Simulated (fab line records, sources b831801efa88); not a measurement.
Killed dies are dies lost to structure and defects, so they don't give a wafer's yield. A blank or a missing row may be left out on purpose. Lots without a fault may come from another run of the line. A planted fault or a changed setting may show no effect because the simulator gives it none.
Which tool did it? | flow gf180mcu | 6 lots, 18 wafers sampled, at 2 steps of a route of 602

WHAT THE GAUGES READ, wafer by wafer
GF_HV_LDD_CD_MEAS_46: target cd 400 nm.
lot  | measured     | on        | cd_nm (nm)
L439 | day 13 03:01 | cd_sem-01 | 400.3 399.4 396.8
L441 | day 13 19:01 | cd_sem-02 | 398.0 399.2 399.9
L445 | day 15 02:34 | cd_sem-01 | 405.9 406.7 407.1
L453 | day 17 22:45 | cd_sem-02 | 398.3 398.8 398.9
L456 | day 18 16:41 | cd_sem-02 | 399.8 398.2 396.6
L459 | day 19 16:40 | cd_sem-01 | 401.5 397.6 398.9

WHICH TOOL RAN EACH LOT (tool, then ch and the chambers of the sampled wafers, then the start)
lot  | GF_HV_LDD_COAT_41
L439 | litho_track-01 ch 0, day 12 17:07
L441 | litho_track-04 ch 0, day 13 08:26
L445 | litho_track-03 ch 0, day 14 15:33
L453 | litho_track-01 ch 0, day 17 10:48
L456 | litho_track-01 ch 0, day 18 05:16
L459 | litho_track-03 ch 0, day 19 04:27
- GF_HV_LDD_COAT_41: resist thk 1000 nm.

THE ANSWER, worked out from the rows above alone
Rule: what is usual is taken from the lots themselves. Put in order of their means at a reading, lots are off if they are a third of the lots or fewer, leave a main group of 4 or more, and stand apart from it by a gap of 3 or more times the standard deviation of the main group's means; of several such gaps the widest counts. A main group whose means are all the same, to the digits that the tables above print for the reading, isn't used. A lot without any number at a reading at which 4 lots or more have one is off too. The other lots that the step has rows for count as sound.
Off: L445, at GF_HV_LDD_CD_MEAS_46 (cd_nm). The main group: mean 398.8 nm, standard deviation 0.38.
A tool fits if, at a process step before that reading, it ran every lot that is off, and no sound lot after the first of them. The gauges at GF_HV_LDD_CD_MEAS_46 are tried like those tools. None of those tried fits.

WHAT THE SIMULATOR HAD PUT IN
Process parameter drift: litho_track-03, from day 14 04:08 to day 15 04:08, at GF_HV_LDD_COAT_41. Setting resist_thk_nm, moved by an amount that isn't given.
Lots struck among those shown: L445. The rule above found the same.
